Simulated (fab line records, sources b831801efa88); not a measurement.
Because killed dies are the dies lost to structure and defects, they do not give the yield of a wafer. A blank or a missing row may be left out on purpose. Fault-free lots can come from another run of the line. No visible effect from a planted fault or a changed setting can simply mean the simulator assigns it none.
A struck lot beside a sound one    flow gf180mcu    18 steps out of a route of 602
Sound: wafers L190.2, L190.5, L190.6. Struck: wafer L185.3 (L185.1, L185.4, from the same lot, were not struck and are left out); the cause is given at the end.
Per side, at each step with rows, come the tool, then ch with its chambers, and then its first start. Under that, the readings that differ: sound wafers    struck wafers    difference of the means    sigmas: that difference in standard deviations of wafers without a fault.
alike: a reading whose means differ by less than 2 such deviations, as well as words and numbers matching on both sides. not compared: withheld readings; readings where some wafer has no value; bounds like >300 that might hide an equal value; numbers whose values overlap and for which the record gives no deviation.
The two part at a step that has a row with sigmas, a row that says differs or no value, or rows on one side only. Non-overlapping numbers with no deviation appear without sigmas and do not part them. A reading that every wafer of one side lacks parts them only if that side has two wafers or more.

first, 3 steps without rows for these wafers: GF_V2_EXPOSE_11 (exposes mask Via2, target cd 260 nm); GF_V2_PEB_12 (peb time 90 s); GF_V2_DEVELOP_13 (develop time 60 s).
GF_V2_CD_MEAS_14: the cd target is 260 nm.
  sound: cd sem-01 at day 26 11:11; struck: cd sem-01 at day 24 10:34
reading     sound              struck  difference  sigmas
cd nm (nm)  257.7 257.9 259.3  262.5   +4.2        +4
GF_V2_OVL_MEAS_15:
  sound: overlay-01 at day 26 11:17; struck: overlay-02 at day 24 10:41
  alike: V2_OVL
GF_V2_ETCH_16: etches BARC in N2/H2.
  sound on rie diel-04 ch 0,2,3, day 26 11:19; struck on rie diel-04 ch 1, day 24 10:44
  alike: drypump motor current A, h2 flow sccm, oes product au, throttle valve pct
then, 1 step without rows for these wafers: GF_V2_ETCH_17 (etches SiO2 in C4F8/O2/Ar, stops on TiN, target depth 630 nm).
GF_V2_STRIP_18: strips in O2/N2.
  sound on plasma asher-04 ch 0,1, day 26 11:26; struck on plasma asher-04 ch 0, day 24 10:51
  alike: drypump motor current A, heater power w, oes product au
  not compared: rf hours counter h
then, 2 steps without rows for these wafers: GF_V2_STRIP_19 (strips in post etch residue remover, time 1200 s); GF_V2_CLEAN_20 (cleans in DIW).
GF_V2_SPUTTER_21: material Ti, target thk 15 nm, time 80.02 s.
  sound: pvd sputter-03 at day 26 11:59; struck: pvd sputter-04 at day 24 11:23
  alike: throttle valve pct
GF_V2_SPUTTER_22: material TiN, target thk 10 nm, time 40 s.
  sound: pvd sputter-03 at day 26 12:02; struck: pvd sputter-04 at day 24 11:27
  alike: throttle valve pct
GF_V2_CVD_23: deposits W, target thk 350 nm, time 104.94 s.
  sound on cvd w-01 ch 0,1, day 26 12:05; struck on cvd w-02 ch 1, day 24 11:29
reading                           sound                 struck  difference  sigmas
susceptor temp C (C)              399.63 399.77 400.32  384.94  -14.97      -71
model.W_of_V2_CVD_23.thk nm (nm)  342.7 347.3 349.5     258.9   -87.6       
  alike: heater power w
GF_V2_RS_MEAS_24: a four-point-probe measurement.
  sound: film metro-04 at day 26 12:13; struck: film metro-04 at day 24 11:36
reading           sound              struck  difference  sigmas
V2_W_RS (ohm/sq)  0.334 0.329 0.328  0.444   +0.114      +21
GF_V2_THK_MEAS_25: measures by xrf.
  sound: film metro-04 at day 26 12:19; struck: film metro-04 at day 24 11:43
reading        sound        struck  difference  sigmas
V2_W_THK (nm)  343 347 350  260     -87         -14
GF_V2_CMP_26: polishes, stops on SiO2, t overpolish 16.27 s, target thk 0 nm.
  sound on cmp-02 ch 0,1,3, day 26 12:28; struck on cmp-01 ch 1, day 24 11:47
reading                 sound     struck  difference  sigmas
time to endpoint s (s)  86 80 84  64      -19         -6
  alike: motor current A
GF_M3_SPUTTER_00: material Ti, target thk 37.5 nm, time 150 s.
  sound: pvd sputter-01 at day 26 12:40; struck: pvd sputter-04 at day 24 12:05
  alike: throttle valve pct
-- the record jumps here: 8 days lie between the struck wafers' starts before and after (it left off in module M3 and takes up again in module PASSIVATION, whose first step shown is number 602 of the route) --
GF_PASSIVATION_PROBE_99:
  record: rows for the struck wafers here (prober-01, day 32 14:01), none for the sound ones

## WHERE THEY PART
First at GF_V2_CD_MEAS_14; last, within this record, at GF_PASSIVATION_PROBE_99.

WHY: what the simulator had put in
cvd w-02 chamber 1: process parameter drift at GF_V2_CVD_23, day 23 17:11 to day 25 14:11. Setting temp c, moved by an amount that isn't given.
